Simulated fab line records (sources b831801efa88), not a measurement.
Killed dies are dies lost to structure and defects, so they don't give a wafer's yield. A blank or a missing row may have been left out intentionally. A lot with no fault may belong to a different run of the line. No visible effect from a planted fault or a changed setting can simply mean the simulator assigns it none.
Which of the tools did it? ; flow sfq line ; Sampling: 6 lots, 18 wafers, 5 of 325 route steps

== WHAT EACH GAUGE READ, for each wafer ==
SFQ_M2_RS_MEAS_914: measurement is done with a four-point probe.
lot;measured;on;M2_NB_RS (ohm/sq)
L169;day 33 14:35;film metro-01;0.897 0.894 0.896
L172;day 35 04:12;film metro-02;0.890 0.891 0.884
L179;day 38 11:41;film metro-02;0.898 0.896 0.900
L186;day 41 09:28;film metro-04;0.891 0.893 0.899
L188;day 41 16:42;film metro-01;0.894 0.886 0.893
L190;day 42 14:52;film metro-01;0.893 0.883 0.883

== EACH LOT AND THE TOOL THAT RAN IT (in order: tool; ch and the chambers of the sampled wafers; start) ==
lot;SFQ_TRILAYER_L0_STRIP_STRIP_009;SFQ_TRILAYER_I0_CMP_CMP_028;SFQ_TRILAYER_I0_METRO_MEASURE_029;SFQ_TRILAYER_I0_VIA_ETCH_VIA_ETCH_034
L169;rie metal-01 ch 1, day 4 17:31;cmp-01 ch 1,2,3, day 14 08:40;film metro-03, day 14 10:47;rie diel-01 ch 0,1,2, day 20 08:56
L172;rie metal-03 ch 0,1, day 5 10:25;cmp-01 ch 0,3, day 15 07:50;film metro-04, day 15 11:22;rie diel-01 ch 0,1,3, day 21 10:16
L179;rie metal-04 ch 0,1, day 8 01:21;cmp-02 ch 1,3, day 18 04:37;film metro-04, day 18 14:26;rie diel-04 ch 1,3, day 24 21:47
L186;rie metal-04 ch 0,1, day 9 20:21;cmp-01 ch 1,2,3, day 21 08:28;film metro-04, day 21 11:05;rie diel-01 ch 1,3, day 28 08:25
L188;rie metal-03 ch 0,1, day 10 09:52;cmp-01 ch 2,3, day 21 13:58;film metro-03, day 21 17:29;rie diel-03 ch 0,1,2, day 28 16:49
L190;rie metal-04 ch 0,1, day 10 18:04;cmp-01 ch 1,2,3, day 22 03:28;film metro-03, day 22 05:05;rie diel-03 ch 1,2,3, day 29 06:01
- SFQ_TRILAYER_L0_STRIP_STRIP_009: strips in O2.
- SFQ_TRILAYER_I0_CMP_CMP_028: polishes SiO2.
- SFQ_TRILAYER_I0_METRO_MEASURE_029
- SFQ_TRILAYER_I0_VIA_ETCH_VIA_ETCH_034: etches SiO2 in CHF3, stops on Nb, target depth 260 nm.

== THE ANSWER, worked out from the rows above alone ==
Rule: the lots themselves supply what counts as usual. The widest of any qualifying gaps counts: lots, ordered by their means at a reading, are off when they make up no more than a third of the lots, leave a main group of 4 or more, and stand apart from it by 3 or more times the standard deviation of that group's means. The tables above print the reading to a certain number of digits; a main group whose means all agree to those digits is not used. A lot without any number at a reading at which 4 lots or more have one is off too. The other lots that the step has rows for count as sound.
Nothing can be told from this: no lot is off at any reading shown.

== WHAT WAS PUT IN BY THE SIMULATOR ==
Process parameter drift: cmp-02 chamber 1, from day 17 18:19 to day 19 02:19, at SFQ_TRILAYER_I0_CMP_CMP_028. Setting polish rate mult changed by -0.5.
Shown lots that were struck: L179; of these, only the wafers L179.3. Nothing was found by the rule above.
